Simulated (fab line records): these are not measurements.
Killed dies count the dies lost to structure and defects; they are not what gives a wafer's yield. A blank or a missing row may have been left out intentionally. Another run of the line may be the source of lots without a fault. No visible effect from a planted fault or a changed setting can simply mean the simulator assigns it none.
Which tool is to blame? | flow gf180mcu | Sampling: 14 lots, 42 wafers, 3 of 602 route steps

WHAT THE GAUGES SHOWED, per wafer
GF_DUAL_GATE_OVL_MEAS_11. Usual: DUAL_GATE_OVL -0.8 nm, standard deviation 1.3.
lot  | measured     | on         | DUAL_GATE_OVL (nm) | flag
L707 | day 8 08:33  | overlay-01 | -0.6 -2.9 -2.2     |
L709 | day 8 20:59  | overlay-02 | -0.1 0.4 -0.2      |
L712 | day 9 18:34  | overlay-01 | -1.0 -0.7 -1.0     |
L713 | day 10 01:51 | overlay-02 | -4.2 -3.2 -3.6     |
L714 | day 10 07:35 | overlay-02 | -1.8 -0.9 -3.4     |
L715 | day 11 03:33 | overlay-02 | 0.4 -0.6 1.0       |
L716 | day 11 11:20 | overlay-01 | -1.2 -0.3 -0.4     |
L717 | day 11 12:14 | overlay-01 | 0.0 -2.6 -0.3      |
L718 | day 11 21:34 | overlay-02 | 0.1 -1.0 1.3       |
L719 | day 11 21:16 | overlay-01 | -0.5 1.1 0.9       |
L720 | day 12 04:30 | overlay-01 | -0.9 -1.0 -1.3     |
L721 | day 12 11:39 | overlay-02 | -0.4 -1.8 -3.3     |
L722 | day 12 13:14 | overlay-01 | 0.5 -0.3 -0.8      |
L726 | day 14 00:36 | overlay-01 | -0.9 0.5 -1.1      |

GF_HV_LDD_OVL_MEAS_47. Usual: HV_LDD_03_OVL -1.3 nm, standard deviation 1.6.
lot  | measured     | on         | HV_LDD_03_OVL (nm) | flag
L707 | day 12 08:22 | overlay-01 | 0.7 1.3 0.9        |
L709 | day 12 23:55 | overlay-02 | -1.0 -1.7 0.1      |
L712 | day 14 05:02 | overlay-02 | 0.0 -1.0 -2.1      |
L713 | day 14 10:54 | overlay-02 | 0.5 1.4 0.3        |
L714 | day 14 18:55 | overlay-02 | -0.8 -1.1 -1.8     |
L715 | day 15 14:31 | overlay-02 | -2.5 -3.0 -4.6     |
L716 | day 15 20:27 | overlay-01 | -1.2 -2.3 -1.0     |
L717 | day 15 20:52 | overlay-02 | -3.2 -0.4 -1.2     |
L718 | day 16 12:25 | overlay-02 | 1.1 3.1 0.7        |
L719 | day 16 10:38 | overlay-01 | 0.3 -1.0 -0.5      |
L720 | day 17 03:00 | overlay-01 | -2.0 -1.8 -1.3     |
L721 | day 17 10:58 | overlay-02 | -2.3 -2.9 -4.9     |
L722 | day 17 11:07 | overlay-01 | -2.8 -2.8 -1.6     |
L726 | day 19 02:16 | overlay-02 | -3.2 -2.8 -3.4     |

TOOL THAT RAN EACH LOT (tool first, then ch and the chambers of the sampled wafers, then the start)
lot  | GF_VT_IMPLANT_RTA_45
L707 | rtp anneal-01 ch 0, day 7 14:23
L709 | rtp anneal-01 ch 0, day 8 01:35
L712 | rtp anneal-02 ch 0, day 8 21:44
L713 | rtp anneal-02 ch 0, day 9 05:13
L714 | rtp anneal-01 ch 0, day 9 11:50
L715 | rtp anneal-01 ch 0, day 10 03:09
L716 | rtp anneal-01 ch 0, day 10 10:26
L717 | rtp anneal-02 ch 0, day 10 12:38
L718 | rtp anneal-01 ch 0, day 10 20:26
L719 | rtp anneal-01 ch 0, day 11 00:35
L720 | rtp anneal-01 ch 0, day 11 05:36
L721 | rtp anneal-02 ch 0, day 11 14:28
L722 | rtp anneal-01 ch 0, day 11 15:59
L726 | rtp anneal-01 ch 0, day 12 21:37
- GF_VT_IMPLANT_RTA_45: time 30 s.

AS READ BY THE TOOLS THEMSELVES (means over the sampled wafers that have a number; for cases with no such wafer, the mark the record gives instead)
GF_VT_IMPLANT_RTA_45. Usual: chamber o2 ppm 2.000, standard deviation 0.021; lamp power pct 35.9 %, standard deviation 0.66; wafer_temp_C_max 1055.3, standard deviation 1.1.
lot  | tool          | chamber o2 ppm | lamp power pct (%) | wafer_temp_C_max | flag
L707 | rtp anneal-01 | 1.978          | 36.4               | 1054.9           |
L709 | rtp anneal-01 | 2.000          | 36.4               | 1055.5           |
L712 | rtp anneal-02 | 2.022          | 35.0               | 1055.5           |
L713 | rtp anneal-02 | 1.987          | 35.0               | 1055.0           |
L714 | rtp anneal-01 | 2.016          | 36.4               | 1055.4           |
L715 | rtp anneal-01 | 2.031          | 36.4               | 1055.6           |
L716 | rtp anneal-01 | 1.988          | 36.4               | 1056.0           |
L717 | rtp anneal-02 | 2.037          | 35.0               | 1055.3           |
L718 | rtp anneal-01 | 2.014          | 36.4               | 1055.6           |
L719 | rtp anneal-01 | 1.981          | 36.4               | 1054.7           |
L720 | rtp anneal-01 | 1.992          | 36.4               | 1054.6           |
L721 | rtp anneal-02 | 2.008          | 35.0               | 1054.8           |
L722 | rtp anneal-01 | 2.005          | 36.4               | 1054.4           |
L726 | rtp anneal-01 | 1.989          | 36.3               | 1056.2           |

THE ANSWER, worked out from the rows above alone
Rule: take the mean of a lot's wafers that have a number; if it is more than 3 standard deviations from the usual mean, the lot is off. Also off: a lot with no number at a reading for which 4 or more lots have one. Where the step has rows for the other lots, those lots are counted as sound. First the gauges in route order, then the tools' own readings, where a lot's mean is used as printed above. The first step at which some lot is off is used, and at that step the reading that is off furthest; a lot without a number counts as furthest.
No lot is off at any reading shown: from this, nothing can be told.

WHAT HAD BEEN PUT IN BY THE SIMULATOR
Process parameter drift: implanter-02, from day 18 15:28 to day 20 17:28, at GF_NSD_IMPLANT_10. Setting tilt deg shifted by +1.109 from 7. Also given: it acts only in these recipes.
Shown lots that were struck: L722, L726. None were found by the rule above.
